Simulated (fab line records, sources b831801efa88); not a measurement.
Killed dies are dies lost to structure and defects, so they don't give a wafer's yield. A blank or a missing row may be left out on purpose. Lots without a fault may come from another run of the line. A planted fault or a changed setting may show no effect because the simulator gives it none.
fab line records | flow sky130
record lots=6 wafers=18 last_day=51
route steps=708 shown CONTACT@424 METAL1@434
lots that met no fault: from a run of the same line without faults
start_h: hours from the record's first day to the start of the lot's first wafer shown | wait_h: hours since the lot's step before | " the same as in the row above | L1.1+2: a row that stands for several wafers | - no value, or no start given | * or withheld: withheld | < > ~ a bound
route shown NAME@n: a module of which the file shows steps, and the number in the route of the first | usual: mean/standard deviation of fault-free wafers | same: alike in all rows | chamber/n: place in a boat | sites: the reading at each site | _std_site: their standard deviation | _edge_site: outer sites' mean less inner sites' | radius_mm: how far each site lies from the wafer's centre | mask NAME#n: copy n | behind: the tool/chamber that last shaped the wafer | hold: why the lot was held/for how many hours/how that ended | device: the transistor (n, p or np) that didn't switch | end of line: the same wafers' tests at the end of the route | a step without rows: its recipe alone | killed: dies lost to structure and defects at the first sort, not the wafer's yield | map: a wafer's dies, x killed, . not, _ none there
set.NAME: the setting as run; set.NAME@STEP: as run at that earlier step | model.NAME: the simulator's own value behind a step, which no gauge read
lots at some steps of the route; a table a step, a row a wafer
services: from which hour (start_h, from the record's first day; less than 0 if before it) a tool's chamber was out of use, for how many hours, and why
## steps
# step SKY_CONTACT_ETCH_18
# recipe target=Si3N4 chemistry=CHF3/O2 stop_on=TiN source_w=600 bias_w=200 pressure_mtorr=40 chf3_flow_sccm=50 O2_flow_sccm=5 time_s=39 target_depth_a=750
# step SKY_CONTACT_STRIP_19
# recipe chemistry=O2/N2 power_w=1400 pressure_mtorr=1500 platen_temp_c=withheld o2_flow_sccm=3000 n2_flow_sccm=300 overash_fraction=0.5
# step SKY_CONTACT_STRIP_20
# recipe chemistry=post_etch_residue_remover time_s=1200 temp_c=72.5
# step SKY_CONTACT_CLEAN_21
# recipe chemistry=IPA time_s=180 temp_c=25
# step SKY_CONTACT_CLEAN_22
# recipe chemistry=O3/DIW dry=n2_spin
# step SKY_CONTACT_SPUTTER_23
# recipe material=TiN target_thk_nm=20 chamber_pressure_pa=5 power_w=4000 time_s=80
# usual cathode_dc_power_W=3999.9/0.69 chamber_pressure_pa=5.000/0.0093 throttle_valve_pct=29.9/0.78
# columns lot.wafer tool chamber start_h wait_h cathode_dc_power_W chamber_pressure_pa throttle_valve_pct
L975.1 pvd_sputter-02 - 813.36 0.0 4000.6 5.003 28.2
L975.2 " - " " 3999.0 5.009 30.6
L975.5 " - " " 4000.2 5.000 30.1
L982.2 pvd_sputter-02 - 869.14 0.0 4000.2 4.999 30.3
L982.3 " - " " 3999.0 4.999 30.8
L982.6 " - " " 4001.1 4.997 28.1
L983.2 pvd_sputter-01 - 876.35 0.0 4000.1 5.010 30.9
L983.5 " - " " 3999.9 4.996 30.0
L983.6 " - " " 3999.4 4.989 30.0
L988.2 pvd_sputter-02 - 903.96 0.0 4001.0 4.994 30.8
L988.3 " - " " 3999.3 4.996 29.9
L988.4 " - " " 3999.7 4.999 28.2
L990.3 pvd_sputter-01 - 922.41 0.0 4000.8 5.021 30.9
L990.5 " - " " 4000.4 5.002 30.8
L990.6 " - " " 4000.2 4.998 29.8
L992.3 pvd_sputter-03 - 927.20 0.0 3998.8 5.002 30.4
L992.5 " - " " 4000.0 5.009 29.8
L992.6 " - " " 3999.1 4.998 29.3
# step SKY_CONTACT_CVD_24
# recipe material=W target_thk_nm=340 time_s=102.12 temp_c=400 pressure_torr=40
# usual heater_power_w=823/53 susceptor_temp_C=400.03/0.23
# columns lot.wafer tool chamber start_h wait_h heater_power_w susceptor_temp_C
L975.1 cvd_w-02 0 813.43 0.0 874 400.32
L975.2 " 1 " " 793 399.91
L975.5 " 1 " " 785 399.86
L982.2 cvd_w-02 1 869.20 0.0 791 400.22
L982.3 " 0 " " 875 399.79
L982.6 " 1 " " 788 400.07
L983.2 cvd_w-02 1 876.41 0.0 775 400.18
L983.5 " 0 " " 862 400.07
L983.6 " 1 " " 779 400.12
L988.2 cvd_w-02 1 904.03 0.0 788 400.06
L988.3 " 1 " " 801 400.03
L988.4 " 0 " " 862 400.19
L990.3 cvd_w-01 0 922.50 0.1 749 400.21
L990.5 " 0 " " 756 400.23
L990.6 " 1 " " 820 400.39
L992.3 cvd_w-01 1 927.30 0.1 892 400.05
L992.5 " 0 " " 738 399.91
L992.6 " 1 " " 879 400.29
# step SKY_CONTACT_RS_MEAS_25
# recipe thk_meas_gauge=four-point-probe reads=W_of_CONTACT_CVD_24+TiN_of_CONTACT_SPUTTER_23
# usual CONTACT_W_RS=0.334/0.003
# columns lot.wafer tool chamber start_h wait_h CONTACT_W_RS[ohm/sq]
L975.1 film_metro-02 - 813.54 0.1 0.330
L975.2 " - " " 0.332
L975.5 " - " " 0.333
L982.2 film_metro-03 - 869.33 0.1 0.337
L982.3 " - " " 0.337
L982.6 " - " " 0.337
L983.2 film_metro-03 - 876.54 0.1 0.330
L983.5 " - " " 0.329
L983.6 " - " " 0.334
L988.2 film_metro-04 - 904.16 0.1 0.333
L988.3 " - " " 0.336
L988.4 " - " " 0.333
L990.3 film_metro-04 - 922.62 0.1 0.334
L990.5 " - " " 0.334
L990.6 " - " " 0.334
L992.3 film_metro-04 - 927.41 0.1 0.332
L992.5 " - " " 0.333
L992.6 " - " " 0.332
# step SKY_CONTACT_THK_MEAS_26
# recipe thk_meas_gauge=xrf reads=W_of_CONTACT_CVD_24
# usual CONTACT_W_THK=353/7.3
# columns lot.wafer tool chamber start_h wait_h CONTACT_W_THK[nm]
L975.1 film_metro-02 - 813.66 0.1 361
L975.2 " - " " 359
L975.5 " - " " 358
L982.2 film_metro-03 - 869.44 0.1 359
L982.3 " - " " 357
L982.6 " - " " 361
L983.2 film_metro-03 - 876.65 0.1 367
L983.5 " - " " 367
L983.6 " - " " 362
L988.2 film_metro-04 - 904.27 0.1 347
L988.3 " - " " 342
L988.4 " - " " 346
L990.3 film_metro-04 - 922.72 0.1 346
L990.5 " - " " 349
L990.6 " - " " 348
L992.3 film_metro-04 - 927.51 0.1 349
L992.5 " - " " 348
L992.6 " - " " 350
# step SKY_CONTACT_CMP_27
# recipe stop_on=SiO2 t_overpolish_s=15 down_force_psi=3.5 platen_rpm=60 target_thk_nm=0 pad_velocity_m_s=0.94248
# step SKY_METAL1_SPUTTER_00
# recipe material=Ti target_thk_nm=15 power_w=3000 time_s=10 chamber_pressure_pa=0.4
# step SKY_METAL1_SPUTTER_01
# recipe material=TiN target_thk_nm=20 power_w=6500 time_s=16.7 chamber_pressure_pa=0.4
# step SKY_METAL1_SPUTTER_02
# recipe material=AlCu target_thk_nm=250 power_w=10600 time_s=13.3 chamber_pressure_pa=0.4
# usual cathode_dc_power_W=10600/1.8 chamber_pressure_pa=0.3999/0.00084 throttle_valve_pct=30.0/0.83
# columns lot.wafer tool chamber start_h wait_h cathode_dc_power_W chamber_pressure_pa throttle_valve_pct model.AlCu_of_METAL1_SPUTTER_02.thk_nm
L975.1 pvd_sputter-01 - 814.06 0.0 10602 0.3999 30.9 246.6
L975.2 " - " " 10600 0.4017 30.0 252.5
L975.5 " - " " 10599 0.3982 30.0 254
L982.2 pvd_sputter-01 - 869.84 0.0 10600 0.3999 29.8 252
L982.3 " - " " 10602 0.3997 30.8 245.5
L982.6 " - " " 10603 0.4002 30.0 417.8
L983.2 pvd_sputter-01 - 877.56 0.0 10602 0.3987 29.9 252.3
L983.5 " - " " 10600 0.4005 30.0 416.3
L983.6 " - " " 10597 0.3990 30.9 413.1
L988.2 pvd_sputter-03 - 904.66 0.0 10601 0.4011 30.7 250.1
L988.3 " - " " 10601 0.3992 29.4 249.2
L988.4 " - " " 10600 0.4007 29.6 251.3
L990.3 pvd_sputter-04 - 923.11 0.0 10600 0.4016 29.3 248.8
L990.5 " - " " 10600 0.3988 29.4 248.4
L990.6 " - " " 10601 0.4005 30.7 250.6
L992.3 pvd_sputter-01 - 927.90 0.0 10600 0.4002 30.0 256.1
L992.5 " - " " 10597 0.3996 28.3 250.5
L992.6 " - " " 10602 0.4001 30.8 249.1
# step SKY_METAL1_SPUTTER_03
# recipe material=Ti target_thk_nm=5 power_w=3000 time_s=3.3 chamber_pressure_pa=0.4
# usual cathode_dc_power_W=3000.0/0.52 chamber_pressure_pa=0.4001/0.00073 throttle_valve_pct=30.0/0.84
# columns lot.wafer tool chamber start_h wait_h cathode_dc_power_W chamber_pressure_pa throttle_valve_pct
L975.1 pvd_sputter-01 - 814.09 0.0 3000.7 0.3993 30.8
L975.2 " - " " 2999.6 0.4004 30.0
L975.5 " - " " 3000.1 0.4001 30.1
L982.2 pvd_sputter-01 - 869.87 0.0 2999.7 0.3998 29.9
L982.3 " - " " 2999.5 0.3989 30.9
L982.6 " - " " 3000.2 0.3993 30.2
L983.2 pvd_sputter-01 - 877.58 0.0 3000.1 0.4018 29.9
L983.5 " - " " 3000.7 0.4000 30.2
L983.6 " - " " 2999.4 0.4011 31.0
L988.2 pvd_sputter-03 - 904.69 0.0 2999.3 0.3999 30.4
L988.3 " - " " 3000.1 0.4010 29.6
L988.4 " - " " 2999.9 0.3988 29.7
L990.3 pvd_sputter-04 - 923.13 0.0 2999.1 0.4015 29.2
L990.5 " - " " 3000.8 0.4011 29.5
L990.6 " - " " 3000.2 0.3995 30.7
L992.3 pvd_sputter-01 - 927.93 0.0 2999.9 0.3986 30.2
L992.5 " - " " 3000.0 0.3994 28.4
L992.6 " - " " 3000.5 0.3995 30.6
# step SKY_METAL1_SPUTTER_04
# recipe material=TiN target_thk_nm=70 power_w=6500 time_s=58.3 chamber_pressure_pa=0.4
# step SKY_METAL1_RS_MEAS_05
# recipe thk_meas_gauge=four-point-probe reads=TiN_of_METAL1_SPUTTER_04+Ti_of_METAL1_SPUTTER_03+AlCu_of_METAL1_SPUTTER_02+TiN_of_METAL1_SPUTTER_01+Ti_of_METAL1_SPUTTER_00
# usual METAL1_ALCU_RS=0.1269/0.0015
# columns lot.wafer tool chamber start_h wait_h METAL1_ALCU_RS[ohm/sq]
L975.1 film_metro-04 - 814.16 0.0 0.1285
L975.2 " - " " 0.1252
L975.5 " - " " 0.1248
L982.2 film_metro-04 - 869.95 0.0 0.1256
L982.3 " - " " 0.1290
L982.6 " - " " 0.0749
L983.2 film_metro-01 - 877.67 0.0 0.1258
L983.5 " - " " 0.0756
L983.6 " - " " 0.0762
L988.2 film_metro-04 - 904.78 0.0 0.1267
L988.3 " - " " 0.1267
L988.4 " - " " 0.1261
L990.3 film_metro-04 - 923.24 0.1 0.1273
L990.5 " - " " 0.1275
L990.6 " - " " 0.1263
L992.3 film_metro-01 - 928.03 0.1 0.1240
L992.5 " - " " 0.1269
L992.6 " - " " 0.1274
# step SKY_METAL1_THK_MEAS_06
# recipe thk_meas_gauge=xrf reads=AlCu_of_METAL1_SPUTTER_02
# usual METAL1_ALCU_THK=246/3.4
# columns lot.wafer tool chamber start_h wait_h METAL1_ALCU_THK[nm]
L975.1 film_metro-04 - 814.28 0.1 244
L975.2 " - " " 250
L975.5 " - " " 249
L982.2 film_metro-04 - 870.06 0.1 248
L982.3 " - " " 241
L982.6 " - " " 410
L983.2 film_metro-01 - 877.78 0.1 249
L983.5 " - " " 413
L983.6 " - " " 410
L988.2 film_metro-04 - 904.89 0.1 246
L988.3 " - " " 245
L988.4 " - " " 247
L990.3 film_metro-04 - 923.34 0.1 246
L990.5 " - " " 245
L990.6 " - " " 246
L992.3 film_metro-01 - 928.13 0.1 256
L992.5 " - " " 251
L992.6 " - " " 248
# step SKY_METAL1_DEHYDRATE_07
# recipe temp_c=200 time_s=60
# step SKY_METAL1_HMDS_08
# recipe prime_time_s=60 prime_temp_c=120
# step SKY_METAL1_COAT_09
# recipe resist=BARC temp_c=withheld time_s=withheld spin_rpm=3000 resist_thk_nm=60
# step SKY_METAL1_COAT_10
# recipe resist=KrF-thick spin_rpm=3000 resist_thk_nm=450
# step SKY_METAL1_SOFTBAKE_11
# recipe temp_c=100 time_s=90 resist=KrF-thick
# step SKY_METAL1_EXPOSE_12
# recipe mask_id=MM1 na=0.8 source_shape=annular sigma_inner=0.55 sigma_outer=0.85 target_cd_nm=140 dose_mj=28
# step SKY_METAL1_PEB_13
# recipe peb_temp_c=withheld peb_time_s=withheld resist=KrF-thick
# step SKY_METAL1_DEVELOP_14
# recipe develop_time_s=60 resist=KrF-thick dev_temp_c=21
# step SKY_METAL1_CD_MEAS_15
# recipe target_cd_nm=140
# usual cd_nm=140.0/1.2
# columns lot.wafer tool chamber start_h wait_h cd_nm
L975.1 cd_sem-01 - 841.13 - 141.2
L975.2 " - " " 141.6
L975.5 " - " " 140.4
L982.2 cd_sem-01 - 896.04 - 140.3
L982.3 " - " " 140.2
L982.6 " - " " 140.3
L983.2 cd_sem-02 - 904.30 - 138.8
L983.5 " - " " 137.2
L983.6 " - " " 137.4
L988.2 cd_sem-02 - 930.15 - 141.3
L988.3 " - " " 141.0
L988.4 " - " " 140.9
L990.3 cd_sem-01 - 948.01 - 140.0
L990.5 " - " " 139.9
L990.6 " - " " 140.5
L992.3 cd_sem-01 - 952.97 - 139.2
L992.5 " - " " 141.1
L992.6 " - " " 140.7
# step SKY_METAL1_OVL_MEAS_16
# usual METAL1_OVL=-1/6.7
# columns lot.wafer tool chamber start_h wait_h METAL1_OVL[nm]
L975.1 overlay-01 - 841.25 0.1 -12
L975.2 " - " " -7
L975.5 " - " " -12
L982.2 overlay-01 - 896.15 0.1 -1
L982.3 " - " " 5
L982.6 " - " " -1
L983.2 overlay-01 - 904.41 0.1 -8
L983.5 " - " " -3
L983.6 " - " " -6
L988.2 overlay-02 - 930.26 0.1 1
L988.3 " - " " 11
L988.4 " - " " 0
L990.3 overlay-01 - 948.11 0.1 0
L990.5 " - " " 4
L990.6 " - " " -2
L992.3 overlay-02 - 953.07 0.1 -2
L992.5 " - " " -1
L992.6 " - " " 6
# step SKY_METAL1_DESCUM_17
# recipe chemistry=O2 source_power_w=150 bias_power_w=0 pressure_mtorr=10 temp_c=40 time_s=8
# step SKY_METAL1_ETCH_18
# recipe chemistry=N2/H2 target=BARC ion_energy_ev=200 bias_w=100 pressure_mtorr=30 n2_flow_sccm=100 h2_flow_sccm=200 icp_w=500 stop_on=SiO2 time_s=45.9 target_depth_a=600
# usual drypump_motor_current_A=5.6/0.66 oes_product_au=0.855/0.005 throttle_valve_pct=13.226/0.0095
# columns lot.wafer tool chamber start_h wait_h drypump_motor_current_A oes_product_au rf_hours_counter_h throttle_valve_pct
L975.1 rie_metal-01 1 841.32 0.0 4.7 0.852 14 13.217
L975.2 " 0 " " 6.3 0.845 7 13.227
L975.5 " 0 " " 6.4 0.850 - 13.224
L982.2 rie_metal-01 0 896.21 0.0 6.4 0.862 9 13.217
L982.3 " 1 " " 4.7 0.849 - 13.222
L982.6 " 0 " " 6.4 0.857 - 13.224
L983.2 rie_metal-01 0 904.53 0.1 6.4 0.854 - 13.236
L983.5 " 0 " " 6.4 0.854 - 13.248
L983.6 " 0 " " 6.4 0.853 - 13.222
L988.2 rie_metal-04 0 930.32 0.0 5.2 0.852 5 13.225
L988.3 " 0 " " 5.2 0.854 - 13.219
L988.4 " 1 " " 5.8 0.857 - 13.236
L990.3 rie_metal-04 0 948.18 0.0 5.2 0.851 - 13.210
L990.5 " 0 " " 5.2 0.845 - 13.231
L990.6 " 1 " " 5.8 0.857 - 13.219
L992.3 rie_metal-04 0 953.14 0.0 5.2 0.855 - 13.211
L992.5 " 0 " " 5.2 0.851 - 13.214
L992.6 " 1 " " 5.8 0.856 - 13.242
# step SKY_METAL1_METAL_ETCH_19
# recipe target_depth_a=3600 stop_on=SiO2 over_etch_frac=0.3 time_s=78 chemistry=Cl2/BCl3 resist_sidewall_deg=88 pressure_mtorr=10 icp_w=900 bias_w=48.5 Cl2_flow_sccm=60 bcl3_flow_sccm=30
# usual drypump_motor_current_A=5.5/0.65 oes_product_au=0.854/0.0058 throttle_valve_pct=22.265/0.0092
# columns lot.wafer tool chamber start_h wait_h drypump_motor_current_A oes_product_au rf_hours_counter_h throttle_valve_pct
L975.1 rie_metal-01 1 841.38 0.0 4.7 0.850 14 22.266
L975.2 " 0 " " 6.4 0.866 7 22.262
L975.5 " 0 " " 6.3 0.856 - 22.265
L982.2 rie_metal-01 0 896.27 0.0 6.3 0.858 9 22.249
L982.3 " 1 " " 4.7 0.853 - 22.250
L982.6 " 0 " " 6.3 1.009 - 22.264
L983.2 rie_metal-01 0 904.66 0.1 6.3 0.856 - 22.258
L983.5 " 0 " " 6.3 1.030 - 22.286
L983.6 " 0 " " 6.3 1.007 - 22.253
L988.2 rie_metal-04 0 930.39 0.0 5.2 0.858 5 22.264
L988.3 " 0 " " 5.2 0.850 - 22.267
L988.4 " 1 " " 5.8 0.860 - 22.267
L990.3 rie_metal-04 0 948.25 0.1 5.2 0.851 - 22.273
L990.5 " 0 " " 5.2 0.842 - 22.260
L990.6 " 1 " " 5.8 0.852 - 22.280
L992.3 rie_metal-04 0 953.22 0.1 5.2 0.865 - 22.253
L992.5 " 0 " " 5.2 0.856 - 22.256
L992.6 " 1 " " 5.8 0.854 - 22.264
# step SKY_METAL1_STRIP_20
# recipe chemistry=O2/N2 power_w=1400 pressure_mtorr=1500 platen_temp_c=withheld o2_flow_sccm=3000 n2_flow_sccm=300 overash_fraction=0.5
# usual drypump_motor_current_A=6.0/0.57 oes_product_au=0.342/0.0048 strip_time_to_endpoint_s=2.68/0.03
# same overash_fraction=0.5
# columns lot.wafer tool chamber start_h wait_h drypump_motor_current_A oes_product_au rf_hours_counter_h strip_time_to_endpoint_s
L975.1 plasma_asher-03 1 841.47 0.1 6.8 0.344 103 2.71
L975.2 " 0 " " 5.9 0.341 103 2.69
L975.5 " 0 " " 5.9 0.347 - 2.70
L982.2 plasma_asher-01 0 896.36 0.1 5.1 0.335 77 2.69
L982.3 " 1 " " 5.6 0.352 - 2.69
L982.6 " 0 " " 5.1 0.339 - 2.68
L983.2 plasma_asher-03 1 904.81 0.1 6.8 0.344 110 2.62
L983.5 " 1 " " 6.8 0.341 - 2.62
L983.6 " 0 " " 5.9 0.344 - 2.65
L988.2 plasma_asher-04 0 930.48 0.1 6.5 0.346 16 2.68
L988.3 " 1 " " 6.3 0.346 - 2.71
L988.4 " 0 " " 6.5 0.342 - 2.69
L990.3 plasma_asher-01 0 948.35 0.1 5.1 0.340 - 2.69
L990.5 " 0 " " 5.2 0.349 - 2.71
L990.6 " 1 " " 5.6 0.342 - 2.66
L992.3 plasma_asher-03 0 953.31 0.1 5.9 0.347 - 2.71
L992.5 " 0 " " 5.9 0.346 - 2.73
L992.6 " 1 " " 6.8 0.335 - 2.69
## services
# columns tool chamber start_h hours kind
cvd_w-01 - 799.18 0.8 repair
rie_metal-01 - 801.94 1.0 repair
cvd_w-01 1 812.49 4.5 repair
rie_metal-04 0 814.85 - clean
rie_metal-04 0 814.85 17.8 scheduled_down
rie_metal-04 0 814.85 17.8 vent_cycle
plasma_asher-04 - 830.00 13.5 repair
rie_metal-04 - 830.99 1.4 pm
cvd_w-01 1 837.99 3.3 repair
rie_metal-04 1 839.03 - clean
rie_metal-04 1 839.03 29.8 scheduled_down
pvd_sputter-04 - 851.03 2.2 repair
cvd_w-01 0 851.19 5.7 repair
pvd_sputter-03 - 858.97 9.0 repair
pvd_sputter-04 - 883.97 4.0 repair
plasma_asher-04 - 895.50 4.2 repair
rie_metal-01 1 903.30 10.6 repair
cvd_w-01 - 904.00 14.0 pm
pvd_sputter-03 - 922.83 1.7 repair
pvd_sputter-02 - 929.69 2.3 repair
cvd_w-01 - 931.59 0.4 repair
rie_metal-04 - 944.86 0.6 repair
pvd_sputter-04 - 945.86 9.6 repair
plasma_asher-04 - 949.84 7.5 repair
## key
first_sign step=SKY_METAL1_RS_MEAS_05 reading=METAL1_ALCU_RS direction=down sigmas=35 usual=0.1269 struck=0.0756
effect step=SKY_METAL1_THK_MEAS_06 reading=METAL1_ALCU_THK direction=up sigmas=48 usual=246 struck=411
effect step=SKY_METAL1_METAL_ETCH_19 reading=oes_product_au direction=up sigmas=28 usual=0.854 struck=1.015
model_effect step=SKY_METAL1_SPUTTER_02 value=AlCu_of_METAL1_SPUTTER_02.thk_nm without=247.8 struck=415.8
met_at SKY_METAL1_SPUTTER_02
struck_wafers L982.6,L983.5,L983.6
later_rows_left_out L982.6,L983.5,L983.6
sort_left_out L982.6,L983.5,L983.6
onset_between 814.06 869.84
fault kind=process_parameter_drift tool=pvd_sputter-01 chamber=- onset_h=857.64 steps=SKY_METAL1_SPUTTER_02 channel=target_thk_nm offset=167.97 shape=step end_h=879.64 scope=struck_wafers_only acts_in=these_recipes_only stated=250
# sort_left_out: the simulated sort isn't trusted on such a fault, so these wafers' sort isn't shown, and their yield isn't known
# later_rows_left_out: the simulator's readings of these wafers behind a module that went badly wrong aren't trusted and aren't shown, but for the sort
